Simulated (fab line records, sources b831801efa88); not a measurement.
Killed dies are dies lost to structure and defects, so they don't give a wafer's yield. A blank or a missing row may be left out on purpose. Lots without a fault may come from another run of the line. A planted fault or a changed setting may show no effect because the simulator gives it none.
Problem report in the 8D (eight disciplines) form, filled by code | flow sky130 | the parts of the form that need people (team, actions taken, sign-off) are left out

1. THE PROBLEM
CAP2M_CVD_00_THK at SKY_CAP2M_THK_MEAS_01 reads a mean of 20.68 nm on 2 wafers of 2 lots; wafers without a fault read 15.50 nm with a standard deviation of 0.2. That is +26 standard deviations from the usual mean.
First seen on wafer L824.3, day 44 10:52, on film_metro-03. The record holds 33 wafers of 11 lots with a number at this step. Rule for "out", or "out of limits": more than 4 standard deviations from the usual mean. The other wafers with a number count as sound.

2. WHAT IT IS AND WHAT IT IS NOT
question                    | is                           | is not
which readings at this step | CAP2M_CVD_00_THK             | -
which lots                  | L824, L827                   | L811, L812, L813, L816, L817, L819, L826, L832, L833
which wafers of those lots  | L824.3, L827.6               | L824.1, L824.2, L827.2, L827.4
read on which gauges        | film_metro-03, film_metro-04 | film_metro-02
when                        | from day 44 10:52            | up to then (20 sound wafers); but 11 sound wafers of L826, L827, L832, L833 came after

3. SUSPECTS, AND WHAT RULES EACH OUT
Counting: a tool at a process step up to the reading stays a suspect if it ran every lot that is out. Sound lots after the first of them don't rule it out here, since some wafers of a struck lot are sound.
- the gauge at SKY_CAP2M_THK_MEAS_01: ruled out. The wafers that are out were read on 2 gauges (film_metro-03, film_metro-04).
- pvd_sputter-03 at SKY_METAL3_SPUTTER_01 (material TiN, target thk 20 nm, time 16.7 s): kept. It ran every lot that is out, first L824 (day 41 08:27); its last sound lot up to then is L817 (day 39 12:10).
- pecvd-04 at SKY_CAP2M_CVD_00 (deposits SiO2, target thk 15.5 nm): kept. It ran every lot that is out, first L824 (day 44 10:50); its last sound lot up to then is L812 (day 40 17:37).
Left after counting: pvd_sputter-03 at SKY_METAL3_SPUTTER_01, pecvd-04 at SKY_CAP2M_CVD_00.

4. THE CAUSE (what the simulator had put in)
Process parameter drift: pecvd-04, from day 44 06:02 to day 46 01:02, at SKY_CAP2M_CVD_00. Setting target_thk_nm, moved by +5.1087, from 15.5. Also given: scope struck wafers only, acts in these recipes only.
Counting left 2 suspects, and this tool is among them.

5. THE CHAIN OF EFFECTS, in route order
Each row: a reading whose mean over the struck wafers that have a number lies more than 3 standard deviations from the usual. Only readings for which the record gives a usual standard deviation are gone through. hours: the time from each lot's start at the first step in this table that gives one to its start at this step, as a median over the lots. sigmas: the change in usual standard deviations.
hours | step                  | reading          | usual      | on struck wafers | change | sigmas
0     | SKY_CAP2M_THK_MEAS_01 | CAP2M_CVD_00_THK | 15.50 nm   | 20.68            | +5.18  | +26
44    | SKY_METAL4_ETCH_17    | oes_product_au   | 0.754 a.u. | 0.877            | +0.123 | +18
The process steps in it:
- SKY_METAL4_ETCH_17: etches SiO2 in C4F8/O2/Ar, stops on TiN, time 3.9 s, target depth 15 nm.

6. WHAT WOULD HAVE CAUGHT IT SOONER
In this record the first reading out of limits at a measuring or inspecting step was taken at day 44 10:52, 5 hours after the fault began at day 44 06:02.
Of the tool readings at SKY_CAP2M_CVD_00 for which the record gives a usual standard deviation, none was out on any struck wafer, so an alarm limit of 4 standard deviations on them would not have fired.
Of the lots that are out (2), L827 began SKY_CAP2M_CVD_00 on pecvd-04 after day 44 10:52. A hold on the tool at that time would have spared it.
